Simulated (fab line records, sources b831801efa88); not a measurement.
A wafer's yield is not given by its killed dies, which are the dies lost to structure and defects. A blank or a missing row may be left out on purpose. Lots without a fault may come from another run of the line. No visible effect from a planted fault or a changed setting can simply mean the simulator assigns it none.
What tool caused it? -- flow gf180mcu -- 42 wafers sampled from 14 lots at 1 step of a route of 602

== WHAT THE GAUGES READ, wafer by wafer ==
GF_V1_THK_MEAS_25: measures by xrf. Usual: V1_W_THK gives 348 nm (standard deviation 6.1).
lot,measured,on,V1_W_THK (nm),flag
L900,day 18 00:55,filmMetro-01,347 344 342,
L903,day 19 10:07,filmMetro-01,345 347 347,
L904,day 19 19:47,filmMetro-04,357 360 354,
L905,day 20 10:32,filmMetro-04,359 348 356,
L907,day 20 19:08,filmMetro-01,345 344 348,
L908,day 21 10:10,filmMetro-01,345 343 337,
L909,day 21 21:46,filmMetro-01,348 345 349,
L910,day 22 01:07,filmMetro-01,355 352 347,
L912,day 22 18:00,filmMetro-04,343 353 354,
L913,day 23 03:11,filmMetro-04,353 357 354,
L915,day 23 22:20,filmMetro-02,346 342 344,
L920,day 25 04:20,filmMetro-04,348 350 347,
L921,day 25 15:05,filmMetro-01,353 354 357,
L923,day 26 04:56,filmMetro-01,337 340 340,

== EACH LOT AND THE TOOL THAT RAN IT (in order: tool; ch and the chambers of the sampled wafers; start) ==
Before these readings, the record contains no process step.

== AS READ BY THE TOOLS THEMSELVES (means over the sampled wafers that have a number; for cases with no such wafer, the mark the record gives instead) ==
The record holds no such reading with a usual standard deviation.

== THE ANSWER, worked out from the rows above alone ==
Rule: a lot counts as off when the mean over its wafers that have a number is more than 3 standard deviations away from the usual mean. Also off: a lot with no number at a reading for which 4 or more lots have one. Where the step has rows for the other lots, those lots are counted as sound. The gauges are gone through in route order, then the tools' own readings, and for those a lot's mean is taken as printed above. The first step at which some lot is off is used, and at that step the reading that is off furthest; a lot without a number counts as furthest.
No lot is off at any reading shown: from this, nothing can be told.

== WHAT WAS PUT IN BY THE SIMULATOR ==
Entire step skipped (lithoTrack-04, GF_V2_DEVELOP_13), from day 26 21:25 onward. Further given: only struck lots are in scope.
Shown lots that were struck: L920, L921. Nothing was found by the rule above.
